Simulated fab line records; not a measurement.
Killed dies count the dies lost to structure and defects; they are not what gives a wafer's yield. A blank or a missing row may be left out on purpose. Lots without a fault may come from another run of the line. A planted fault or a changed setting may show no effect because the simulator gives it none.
Chamber matching / flow gf180mcu / rie-diel-02 running GF_V3_ETCH_17: 4 sister chambers
The step etches SiO2 in C4F8/O2/Ar, stops on TiN, target depth 635 nm. 4 wafers are shown with their chamber, then 7 later ones without.

## WAFERS PAIRED WITH THEIR CHAMBERS
wafer=L449.1; chamber=3; oes-product-au (a.u.)=0.854
wafer=L449.6; chamber=1; oes-product-au (a.u.)=0.857
wafer=L452.3; chamber=0; oes-product-au (a.u.)=0.857
wafer=L452.5; chamber=2; oes-product-au (a.u.)=0.858

## WAFERS WHOSE CHAMBER IS MISSING
wafer=L452.6; oes-product-au (a.u.)=0.857
wafer=L456.1; oes-product-au (a.u.)=0.848
wafer=L456.2; oes-product-au (a.u.)=0.859
wafer=L456.3; oes-product-au (a.u.)=0.852
wafer=L458.1; oes-product-au (a.u.)=0.844
wafer=L458.2; oes-product-au (a.u.)=0.858
wafer=L458.3; oes-product-au (a.u.)=0.847

## WHICH CHAMBER EACH ONE RAN IN
wafer=L452.6; from the rows above=can't be placed: 0 or 1 or 2 or 3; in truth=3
wafer=L456.1; from the rows above=can't be placed: 3 or 0 or 1 or 2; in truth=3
wafer=L456.2; from the rows above=can't be placed: 2 or 0 or 1 or 3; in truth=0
wafer=L456.3; from the rows above=can't be placed: 3 or 0 or 1 or 2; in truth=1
wafer=L458.1; from the rows above=can't be placed: 3 or 0 or 1 or 2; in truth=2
wafer=L458.2; from the rows above=can't be placed: 2 or 0 or 1 or 3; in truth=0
wafer=L458.3; from the rows above=can't be placed: 3 or 0 or 1 or 2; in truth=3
Correct placement for 0 of the 7. Not placeable from these rows: 7 (in 7, the candidates include the true chamber). Number placed wrongly: 0.
How it was worked out, from the rows above alone: a wafer's distance from a chamber is the root of the sum, over the readings, of the square of ((its reading less the chamber's mean) divided by the reading's scatter). If the next closest chamber is less than 2 further off than the closest, the wafer can't be placed; otherwise it belongs to the closest. For every chamber, the mean is computed from those of its wafers that are shown. The scatter (one wafer shown for each chamber): square how far every hidden wafer sits from the nearest shown wafer, average those squares and take the square root.
